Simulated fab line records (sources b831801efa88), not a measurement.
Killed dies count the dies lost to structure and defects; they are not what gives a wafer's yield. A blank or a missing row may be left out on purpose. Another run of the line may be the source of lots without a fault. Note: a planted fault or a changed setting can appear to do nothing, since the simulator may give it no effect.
The tool behind it: which one?    flow gf180mcu    Sampling: 24 lots, 72 wafers, 5 of 602 route steps

== WHAT THE GAUGES SHOWED, per wafer ==
GF_M2_OVL_MEAS_15. Usual: M2_OVL 2 nm, standard deviation 4.7.
lot   measured      on          M2_OVL (nm)  flag
L074  day 19 09:44  overlay-02  -1 -8 -6     
L075  day 19 09:59  overlay-01  -2 4 -5      
L076  day 20 02:32  overlay-01  1 6 2        
L077  day 20 07:26  overlay-01  4 8 3        
L078  day 20 20:29  overlay-02  4 1 5        
L079  day 21 04:50  overlay-01  2 5 -10      
L080  day 21 20:08  overlay-02  -6 1 1       
L081  day 22 02:27  overlay-02  1 6 6        
L082  day 22 12:35  overlay-02  6 1 1        
L083  day 22 19:17  overlay-01  -5 -2 -5     
L084  day 22 23:11  overlay-02  5 1 3        
L085  day 23 07:23  overlay-01  -1 0 2       
L086  day 23 22:50  overlay-02  3 -3 1       
L087  day 24 03:41  overlay-01  7 -2 5       
L088  day 24 08:32  overlay-01  7 13 11      
L089  day 24 18:15  overlay-02  -2 -8 1      
L090  day 25 00:02  overlay-02  2 0 -2       
L091  day 25 07:11  overlay-01  4 2 4        
L092  day 25 12:17  overlay-02  6 7 3        
L093  day 26 04:05  overlay-01  1 -1 1       
L094  day 26 06:44  overlay-01  -2 -3 -3     
L095  day 26 13:41  overlay-01  4 0 1        
L096  day 26 22:09  overlay-01  11 5 9       
L097  day 27 10:11  overlay-01  -2 2 2       

GF_V3_THK_MEAS_25: measures by xrf. Usual: V3_W_THK 349 nm, standard deviation 6.
lot   measured      on             V3_W_THK (nm)  flag
L074  day 22 15:24  film_metro-04  348 342 351    
L075  day 22 15:43  film_metro-01  352 362 365    
L076  day 23 07:29  film_metro-04  350 353 343    
L077  day 23 11:00  film_metro-04  338 337 346    
L078  day 23 22:53  film_metro-02  340 348 338    
L079  day 24 07:54  film_metro-02  348 349 358    
L080  day 24 21:41  film_metro-01  356 353 351    
L081  day 25 04:34  film_metro-02  361 357 344    
L082  day 25 13:41  film_metro-01  357 356 352    
L083  day 25 18:41  film_metro-04  338 346 341    
L084  day 25 23:43  film_metro-04  345 352 351    
L085  day 26 06:04  film_metro-04  350 344 346    
L086  day 26 20:43  film_metro-01  345 343 356    
L087  day 27 02:13  film_metro-02  347 351 340    
L088  day 27 06:13  film_metro-02  348 343 344    
L089  day 27 14:27  film_metro-01  353 357 358    
L090  day 27 20:03  film_metro-02  345 352 346    
L091  day 28 02:44  film_metro-04  353 351 354    
L092  day 28 06:36  film_metro-04  343 349 350    
L093  day 28 21:59  film_metro-04  343 343 351    
L094  day 29 01:07  film_metro-01  362 346 358    
L095  day 29 06:14  film_metro-01  356 347 354    
L096  day 29 15:16  film_metro-01  352 354 355    
L097  day 30 01:05  film_metro-02  350 354 349    

GF_V4_RS_MEAS_24: a four-point-probe measurement. Usual: V4_W_RS 0.327 ohm/sq, standard deviation 0.0047.
lot   measured      on             V4_W_RS (ohm/sq)   flag
L074  day 24 15:31  film_metro-03  0.324 0.320 0.326  
L075  day 24 16:01  film_metro-03  0.324 0.319 0.330  
L076  day 25 06:51  film_metro-03  0.318 0.325 0.324  
L077  day 25 10:54  film_metro-03  0.324 0.323 0.329  
L078  day 25 22:14  film_metro-02  0.330 0.334 0.332  
L079  day 26 05:59  film_metro-03  0.328 0.320 0.326  
L080  day 26 18:42  film_metro-04  0.324 0.321 0.330  
L081  day 27 02:02  film_metro-04  0.319 0.325 0.323  
L082  day 27 10:47  film_metro-02  0.320 0.325 0.317  
L083  day 27 15:37  film_metro-02  0.327 0.329 0.325  
L084  day 27 21:00  film_metro-03  0.334 0.331 0.334  
L085  day 28 02:18  film_metro-04  0.327 0.329 0.331  
L086  day 28 16:11  film_metro-04  0.335 0.329 0.328  
L087  day 28 20:25  film_metro-02  0.331 0.335 0.330  
L088  day 29 01:26  film_metro-02  0.328 0.331 0.330  
L089  day 29 07:42  film_metro-03  0.333 0.332 0.326  
L090  day 29 14:28  film_metro-02  0.334 0.329 0.330  
L091  day 29 20:40  film_metro-03  0.331 0.321 0.330  
L092  day 30 00:16  film_metro-03  0.330 0.333 0.337  
L093  day 30 14:35  film_metro-04  0.330 0.327 0.331  
L094  day 30 17:29  film_metro-02  0.324 0.323 0.329  
L095  day 30 22:43  film_metro-03  0.325 0.335 0.326  
L096  day 31 06:51  film_metro-03  0.323 0.328 0.323  
L097  day 31 15:47  film_metro-04  0.329 0.326 0.323  

== WHAT TOOL EACH LOT RAN ON (gives the tool, then ch and the chambers of the sampled wafers, and finally the start) ==
lot   GF_V2_SPUTTER_22              GF_V3_CVD_02
L074  pvd_sputter-04, day 20 12:12  pecvd-02 ch 0,1, day 21 14:23
L075  pvd_sputter-01, day 20 12:26  pecvd-01 ch 0,1,2, day 21 14:29
L076  pvd_sputter-04, day 21 05:20  pecvd-02 ch 1,2, day 22 06:58
L077  pvd_sputter-02, day 21 09:03  pecvd-02 ch 1,2, day 22 09:53
L078  pvd_sputter-04, day 21 21:41  pecvd-01 ch 1,2, day 22 22:04
L079  pvd_sputter-02, day 22 06:45  pecvd-04 ch 1,2, day 23 07:35
L080  pvd_sputter-02, day 22 21:01  pecvd-02 ch 0,2, day 23 21:50
L081  pvd_sputter-01, day 23 03:32  pecvd-01 ch 0,1, day 24 04:10
L082  pvd_sputter-02, day 23 13:34  pecvd-01 ch 0,1,2, day 24 13:21
L083  pvd_sputter-01, day 23 20:22  pecvd-01 ch 0,2, day 24 19:50
L084  pvd_sputter-01, day 24 00:41  pecvd-04 ch 0,1, day 25 00:30
L085  pvd_sputter-04, day 24 07:31  pecvd-01 ch 1,2, day 25 07:10
L086  pvd_sputter-02, day 24 23:12  pecvd-02 ch 0,2, day 25 22:27
L087  pvd_sputter-01, day 25 04:07  pecvd-04 ch 0,1,2, day 26 03:56
L088  pvd_sputter-01, day 25 08:55  pecvd-02 ch 0,1,2, day 26 07:53
L089  pvd_sputter-01, day 25 18:11  pecvd-02 ch 0,2, day 26 16:56
L090  pvd_sputter-04, day 25 23:45  pecvd-04 ch 0,1, day 26 22:23
L091  pvd_sputter-01, day 26 06:09  pecvd-04 ch 0,1, day 27 04:53
L092  pvd_sputter-02, day 26 11:23  pecvd-01 ch 0,1,2, day 27 08:48
L093  pvd_sputter-02, day 27 03:01  pecvd-02 ch 0,1,2, day 28 00:37
L094  pvd_sputter-02, day 27 05:33  pecvd-01 ch 1,2, day 28 03:54
L095  pvd_sputter-02, day 27 12:20  pecvd-02 ch 0,2, day 28 09:26
L096  pvd_sputter-01, day 27 21:14  pecvd-01 ch 0,1,2, day 28 18:40
L097  pvd_sputter-01, day 28 07:34  pecvd-01 ch 0,2, day 29 04:50
- GF_V2_SPUTTER_22: material TiN, target thk 10 nm, time 40 s.
- GF_V3_CVD_02: deposits SiO2 from TEOS, target thk 850 nm, time 94.851 s.

== AS READ BY THE TOOLS THEMSELVES (means over the sampled wafers that have a number; for cases with no such wafer, the mark the record gives instead) ==
GF_V2_SPUTTER_22. Usual: throttle_valve_pct reads 29.8 % (standard deviation 0.87).
lot   tool            throttle_valve_pct (%)  flag
L074  pvd_sputter-04  30.3                    
L075  pvd_sputter-01  29.1                    
L076  pvd_sputter-04  30.8                    
L077  pvd_sputter-02  29.9                    
L078  pvd_sputter-04  29.5                    
L079  pvd_sputter-02  29.8                    
L080  pvd_sputter-02  30.4                    
L081  pvd_sputter-01  29.0                    
L082  pvd_sputter-02  30.0                    
L083  pvd_sputter-01  29.5                    
L084  pvd_sputter-01  29.0                    
L085  pvd_sputter-04  29.6                    
L086  pvd_sputter-02  29.8                    
L087  pvd_sputter-01  29.2                    
L088  pvd_sputter-01  29.8                    
L089  pvd_sputter-01  30.3                    
L090  pvd_sputter-04  30.2                    
L091  pvd_sputter-01  30.1                    
L092  pvd_sputter-02  30.0                    
L093  pvd_sputter-02  30.0                    
L094  pvd_sputter-02  30.2                    
L095  pvd_sputter-02  29.7                    
L096  pvd_sputter-01  30.1                    
L097  pvd_sputter-01  28.9                    

GF_V3_CVD_02. Usual: heater_power_w reads 676 W (standard deviation 87).
lot   tool      heater_power_w (W)  flag
L074  pecvd-02  616                 
L075  pecvd-01  663                 
L076  pecvd-02  671                 
L077  pecvd-02  701                 
L078  pecvd-01  702                 
L079  pecvd-04  625                 
L080  pecvd-02  572                 
L081  pecvd-01  693                 
L082  pecvd-01  729                 
L083  pecvd-01  792                 
L084  pecvd-04  712                 
L085  pecvd-01  744                 
L086  pecvd-02  598                 
L087  pecvd-04  640                 
L088  pecvd-02  641                 
L089  pecvd-02  571                 
L090  pecvd-04  643                 
L091  pecvd-04  637                 
L092  pecvd-01  756                 
L093  pecvd-02  612                 
L094  pecvd-01  761                 
L095  pecvd-02  621                 
L096  pecvd-01  645                 
L097  pecvd-01  808                 

== THE ANSWER, worked out from the rows above alone ==
Rule: a lot is off if the mean of its wafers that have a number lies more than 3 standard deviations from the usual mean. A lot without any number at a reading at which 4 lots or more have one is off too. All remaining lots with rows at the step are treated as sound. Order of review: gauges by route order, followed by the tools' own readings, for which a lot's mean as printed above is used. The first step at which some lot is off is used, and at that step the reading that is off furthest; a lot without a number counts as furthest.
Nothing can be told from this: no lot is off at any reading shown.

== WHAT THE SIMULATOR PUT IN ==
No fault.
